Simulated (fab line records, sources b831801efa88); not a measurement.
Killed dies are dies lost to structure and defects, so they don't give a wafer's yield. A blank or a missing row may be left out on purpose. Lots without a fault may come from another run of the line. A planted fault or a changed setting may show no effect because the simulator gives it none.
Which tool did it? | flow gf180mcu | 15 lots, 45 wafers sampled, at 2 steps of a route of 602

WHAT THE GAUGES READ, wafer by wafer
GF_M2_CD_MEAS_14: target cd 280 nm.
lot  | measured     | on        | cd_nm (nm)
L182 | day 19 07:38 | cd_sem-01 | 280.2 279.9 280.3
L183 | day 19 15:31 | cd_sem-02 | 280.6 280.0 278.5
L184 | day 20 02:59 | cd_sem-01 | 280.8 279.4 280.3
L187 | day 21 11:08 | cd_sem-02 | 280.2 278.7 278.4
L188 | day 21 19:58 | cd_sem-01 | 280.5 279.9 279.4
L189 | day 22 02:49 | cd_sem-01 | 280.7 280.6 280.5
L190 | day 22 08:50 | cd_sem-02 | 279.6 279.7 279.0
L191 | day 22 19:53 | cd_sem-01 | 282.2 281.7 281.5
L192 | day 23 04:57 | cd_sem-01 | 279.7 278.7 278.5
L200 | day 25 15:28 | cd_sem-02 | 278.6 277.8 278.4
L201 | day 25 23:22 | cd_sem-02 | 279.3 279.4 278.1
L202 | day 26 04:32 | cd_sem-01 | 280.8 282.6 282.3
L203 | day 26 10:58 | cd_sem-01 | 280.7 280.3 280.9
L204 | day 26 22:04 | cd_sem-02 | 278.8 279.2 278.6
L205 | day 26 23:15 | cd_sem-01 | 279.1 280.1 278.4

WHICH TOOL RAN EACH LOT (tool, then ch and the chambers of the sampled wafers, then the start)
lot  | GF_V1_CMP_26
L182 | cmp-01 ch 2,3, day 18 07:32
L183 | cmp-02 ch 0,3, day 18 14:47
L184 | cmp-02 ch 0,1,2, day 19 01:59
L187 | cmp-01 ch 1,2, day 20 10:36
L188 | cmp-02 ch 1,2,3, day 20 20:02
L189 | cmp-02 ch 2,3, day 21 03:22
L190 | cmp-02 ch 1,2,3, day 21 08:21
L191 | cmp-01 ch 0,1,3, day 21 19:44
L192 | cmp-02 ch 2,3, day 22 05:07
L200 | cmp-01 ch 0,1,2, day 24 17:23
L201 | cmp-01 ch 0,1,2, day 25 01:37
L202 | cmp-02 ch 0,1,2, day 25 07:13
L203 | cmp-01 ch 1,2, day 25 13:23
L204 | cmp-02 ch 0,2,3, day 26 01:29
L205 | cmp-01 ch 1,2, day 26 02:03
- GF_V1_CMP_26: polishes, stops on SiO2, t overpolish 15 s, target thk 0 nm.

WHAT THE TOOLS THEMSELVES READ (means of the sampled wafers that have a number; where no wafer has one, the mark that the record gives instead)
GF_V1_CMP_26.
lot  | tool   | motor_current_A (A) | overpolish_run_s (s) | platen_rpm (rpm) | time_to_endpoint_s (s)
L182 | cmp-01 | 10.7                | 14.992               | 60.04            | 88
L183 | cmp-02 | 10.6                | 14.997               | 59.98            | 93
L184 | cmp-02 | 12.1                | 15.007               | 60.00            | 88
L187 | cmp-01 | 11.4                | 14.996               | 59.98            | 88
L188 | cmp-02 | 11.1                | 14.989               | 59.99            | 88
L189 | cmp-02 | 10.5                | 14.987               | 60.02            | 84
L190 | cmp-02 | 11.1                | 14.998               | 59.97            | 85
L191 | cmp-01 | 10.1                | 14.996               | 60.02            | 85
L192 | cmp-02 | 10.6                | 14.999               | 59.99            | 83
L200 | cmp-01 | 11.0                | 15.001               | 60.03            | 81
L201 | cmp-01 | 10.7                | 15.001               | 59.99            | 83
L202 | cmp-02 | 11.8                | 15.002               | 59.99            | 84
L203 | cmp-01 | 11.8                | 15.009               | 60.04            | 85
L204 | cmp-02 | 10.7                | 14.991               | 60.02            | 79
L205 | cmp-01 | 11.6                | 14.998               | 59.96            | 87

THE ANSWER, worked out from the rows above alone
Rule: what is usual is taken from the lots themselves. Put in order of their means at a reading, lots are off if they are a third of the lots or fewer, leave a main group of 4 or more, and stand apart from it by a gap of 3 or more times the standard deviation of the main group's means; of several such gaps the widest counts. A main group whose means are all the same, to the digits that the tables above print for the reading, isn't used. A lot without any number at a reading at which 4 lots or more have one is off too. The other lots that the step has rows for count as sound. The gauges are gone through in route order, then the tools' own readings, and for those a lot's mean is taken as printed above. The first step at which some lot is off is used, and at that step the reading that is off furthest; a lot without a number counts as furthest.
No lot is off at any reading shown: from this, nothing can be told.

WHAT THE SIMULATOR HAD PUT IN
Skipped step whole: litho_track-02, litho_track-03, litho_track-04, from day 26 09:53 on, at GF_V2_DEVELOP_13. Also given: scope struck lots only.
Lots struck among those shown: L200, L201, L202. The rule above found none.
